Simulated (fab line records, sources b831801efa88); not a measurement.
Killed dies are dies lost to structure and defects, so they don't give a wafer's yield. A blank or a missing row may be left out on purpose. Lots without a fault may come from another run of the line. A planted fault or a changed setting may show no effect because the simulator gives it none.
Tool commonality check | flow sky130 | 11 lots, 33 wafers sampled

WHY IT WAS OPENED
At SKY_VT_ADJUST_LVTN_TW_MEAS_10 the reading VT_ADJUST_LVTN_TW is flagged on 1 of 11 lots. Wafers without a fault read 242.6, standard deviation 1.2.
Rule: a lot is flagged when every wafer of it that has a number lies more than 4 standard deviations from that mean, or none has a number. The other lots count as sound.

lot  | measured     | on            | VT_ADJUST_LVTN_TW, wafer by wafer | flag
L107 | day 7 06:14  | film_metro-03 | 244.2 242.8 243.1                 |
L108 | day 7 10:39  | film_metro-02 | 244.7 243.5 244.1                 |
L110 | day 7 17:22  | film_metro-02 | 243.4 244.6 244.7                 |
L111 | day 8 03:56  | film_metro-03 | 243.2 244.1 243.4                 |
L112 | day 8 14:14  | film_metro-02 | 241.0 240.6 242.1                 |
L114 | day 9 09:08  | film_metro-03 | 242.2 242.0 242.9                 |
L115 | day 9 17:23  | film_metro-04 | 241.4 241.7 241.9                 |
L118 | day 10 08:32 | film_metro-04 | 241.5 241.7 241.7                 |
L121 | day 10 23:32 | film_metro-02 | 244.2 245.2 244.3                 |
L120 | day 10 23:59 | film_metro-02 | 30.4 30.2 30.3                    | FLAGGED
L129 | day 13 03:02 | film_metro-03 | 244.0 242.5 241.9                 |
The numbers of the flagged lots are 30.3 on average: -212.3 against the usual, or -99 or more standard deviations.

WHICH TOOL RAN EACH LOT
The record holds 3 process steps before the reading, out of a route of 708 steps. In each cell: the tool, then ch and the chambers that the sampled wafers went through, then the start.
lot  | flag    | SKY_FIELD_ISO_ETCH_15             | SKY_FIELD_ISO_CMP_27         | SKY_VT_ADJUST_LVTN_EXPOSE_04
L107 |         | rie_diel-03 ch 0,1,3, day 2 12:41 | cmp-01 ch 0,2,3, day 2 18:09 | iline_stepper-02 ch 0, day 6 20:18
L108 |         | rie_diel-04 ch 0,1,3, day 2 18:07 | cmp-02 ch 0,2,3, day 3 01:11 | iline_stepper-01 ch 0, day 7 01:16
L110 |         | rie_diel-02 ch 1,2,3, day 2 23:31 | cmp-02 ch 0,3, day 3 05:09   | iline_stepper-02 ch 0, day 7 06:34
L111 |         | rie_diel-03 ch 0,2, day 3 06:28   | cmp-01 ch 0,2, day 3 12:00   | iline_stepper-02 ch 0, day 7 17:43
L112 |         | rie_diel-02 ch 1,2,3, day 3 13:44 | cmp-01 ch 0,1, day 3 19:28   | iline_stepper-02 ch 0, day 8 03:19
L114 |         | rie_diel-03 ch 0,2,3, day 3 21:49 | cmp-02 ch 0,1,2, day 4 06:37 | iline_stepper-02 ch 0, day 8 22:37
L115 |         | rie_diel-03 ch 0,2, day 4 04:29   | cmp-01 ch 0,1,2, day 4 16:34 | iline_stepper-01 ch 0, day 9 06:22
L118 |         | rie_diel-02 ch 0,1,2, day 4 18:32 | cmp-02 ch 0,1,2, day 5 03:22 | iline_stepper-02 ch 0, day 9 21:13
L121 |         | rie_diel-03 ch 0,3, day 5 09:30   | cmp-02 ch 0,2,3, day 5 15:25 | iline_stepper-02 ch 0, day 10 12:22
L120 | FLAGGED | rie_diel-04 ch 0,1,3, day 5 08:51 | cmp-01 ch 1,2,3, day 5 15:25 | iline_stepper-02 ch 0, day 10 13:18
L129 |         | rie_diel-02 ch 0,2,3, day 7 06:38 | cmp-02 ch 1,2,3, day 7 10:13 | iline_stepper-02 ch 0, day 12 15:08
What these steps do:
- SKY_FIELD_ISO_ETCH_15: etches the open film in CHF3/O2, stops on Si, target depth 180 nm, time 72 s.
- SKY_FIELD_ISO_CMP_27: polishes, stops on Si3N4, t overpolish 16 s, target thk 457.8 nm.
- SKY_VT_ADJUST_LVTN_EXPOSE_04: exposes mask NWM COMPLEMENT LESS NATIVE, target cd 840 nm.
- SKY_VT_ADJUST_LVTN_TW_MEAS_10

FLAGGED OVER TOTAL, TOOL BY TOOL (the gauges that took the reading come last)
step                          | tool             | lots run | flagged | share of the flagged lots | sound lots run after its first flagged lot
SKY_FIELD_ISO_ETCH_15         | rie_diel-02      | 4        | 0       | none                      | -
SKY_FIELD_ISO_ETCH_15         | rie_diel-03      | 5        | 0       | none                      | -
SKY_FIELD_ISO_ETCH_15         | rie_diel-04      | 2        | 1       | all                       | 0
SKY_FIELD_ISO_CMP_27          | cmp-01           | 5        | 1       | all                       | 0
SKY_FIELD_ISO_CMP_27          | cmp-02           | 6        | 0       | none                      | -
SKY_VT_ADJUST_LVTN_EXPOSE_04  | iline_stepper-01 | 2        | 0       | none                      | -
SKY_VT_ADJUST_LVTN_EXPOSE_04  | iline_stepper-02 | 9        | 1       | all                       | 1 (L129)
SKY_VT_ADJUST_LVTN_TW_MEAS_10 | film_metro-02    | 5        | 1       | all                       | 0
SKY_VT_ADJUST_LVTN_TW_MEAS_10 | film_metro-03    | 4        | 0       | none                      | -
SKY_VT_ADJUST_LVTN_TW_MEAS_10 | film_metro-04    | 2        | 0       | none                      | -

WHAT THE TABLE ALLOWS
4 rows of the table ran every flagged lot: rie_diel-04 at SKY_FIELD_ISO_ETCH_15, cmp-01 at SKY_FIELD_ISO_CMP_27, iline_stepper-02 at SKY_VT_ADJUST_LVTN_EXPOSE_04, film_metro-02 at SKY_VT_ADJUST_LVTN_TW_MEAS_10.
- rie_diel-04 at SKY_FIELD_ISO_ETCH_15: 1 of its 2 lots flagged. Its last sound lot is L108 (day 2 18:07), its first flagged lot L120 (day 5 08:51): a fault that began between those two fits.
- cmp-01 at SKY_FIELD_ISO_CMP_27: 1 of its 5 lots flagged. Its last sound lot is L115 (day 4 16:34), its first flagged lot L120 (day 5 15:25): a fault that began between those two fits.
- iline_stepper-02 at SKY_VT_ADJUST_LVTN_EXPOSE_04: 1 of its 9 lots flagged. Sound lots ran on it after the first flagged one (L129), which a lasting fault on the whole tool wouldn't allow.
- film_metro-02 at SKY_VT_ADJUST_LVTN_TW_MEAS_10: 1 of its 5 lots flagged. Its last sound lot is L121 (day 10 23:32), its first flagged lot L120 (day 10 23:59): a fault that began between those two fits.
Counting lots can't tell these 3 tools apart, because each fits a fault that began at some hour. More lots, or a look at what each step does to the wafer, might.

WHAT THE SIMULATOR HAD PUT IN
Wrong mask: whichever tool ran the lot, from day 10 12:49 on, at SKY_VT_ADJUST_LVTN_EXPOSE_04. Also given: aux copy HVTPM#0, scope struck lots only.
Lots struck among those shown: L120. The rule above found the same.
